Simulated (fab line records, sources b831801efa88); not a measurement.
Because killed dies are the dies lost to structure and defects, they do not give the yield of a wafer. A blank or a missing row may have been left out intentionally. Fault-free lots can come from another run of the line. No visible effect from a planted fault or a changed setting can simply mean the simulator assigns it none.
Problem report, 8D (eight disciplines) form, completed by code | flow sky130 | the parts of the form that need people (team, actions taken, sign-off) are left out

== 1. WHAT WENT WRONG ==
Mean of developer temp C at SKY_LDD_HVP_DEVELOP_06: 22.00 C across 6 wafers in 2 lots; on wafers with no fault it is 23.00 C (standard deviation 0.12). Relative to the usual mean, that is a shift of -8.3 standard deviations.
The step: develop time 57.28 s.
The first sign was on wafer L143.2 at day 28 01:35, on litho track-02. The record has a number at this step for 39 wafers belonging to 13 lots. Rule for "out", or "out of limits": more than 4 standard deviations from the usual mean. Any other wafer with a number is counted as sound.

== 2. WHAT THIS IS AND IS NOT ==
question                    | is                     | is not
which readings at this step | developer temp C       | -
which lots                  | L143, L145             | L126, L128, L130, L131, L132, L134, L135, L136, L146, L147, L148
which wafers of those lots  | all that have a number | -
read on which tools         | litho track-02         | litho track-01, litho track-04
when                        | from day 28 01:35      | up to then (24 sound wafers); but 9 sound wafers of L146, L147, L148 came after

== 3. SUSPECTS, AND WHAT RULES EACH OUT ==
Counting: any tool at a process step up to the reading is kept as a suspect provided that every lot that is out went through it and no sound lot did after the first of them.
- litho track-02 at SKY_LDD_HVP_DEVELOP_06 (develop time 57.28 s): kept. It ran every lot that is out, first L143 (day 28 01:35), and no sound lot after that; its last sound lot up to then is L136 (day 25 20:01). Out on those wafers are its own readings of developer temp C.
The count leaves litho track-02 at SKY_LDD_HVP_DEVELOP_06.

== 4. THE CAUSE (what the simulator had put in) ==
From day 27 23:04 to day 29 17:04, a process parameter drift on litho track-02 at SKY_LDD_HVP_DEVELOP_06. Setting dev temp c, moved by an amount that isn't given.
This tool alone remained once counting was done.

== 5. THE CHAIN OF EFFECTS, in route order ==
Each row: a reading where the mean over the struck wafers with a number is more than 3 standard deviations away from the usual. Only readings for which the record gives a usual standard deviation are gone through. hours: the time from each lot's start at the first step in this table that gives one to its start at this step, as a median over the lots. sigmas: the change in usual standard deviations.
hours | step                   | reading          | usual   | on struck wafers | change | sigmas
0     | SKY_LDD_HVP_DEVELOP_06 | developer temp C | 23.00 C | 22.00            | -1.00  | -8.3
The process steps in it:
- SKY_LDD_HVP_DEVELOP_06: develop time 57.28 s.
Later measuring or inspecting steps at which every struck wafer that the step has a row for has a number for every such reading, and none has moved that far: SKY_LDD_HVP_OVL_MEAS_07.

== 6. WHAT WOULD HAVE CAUGHT IT SOONER ==
First out-of-limits reading in this record: day 28 01:35, which is 3 hours after fault onset at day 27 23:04.
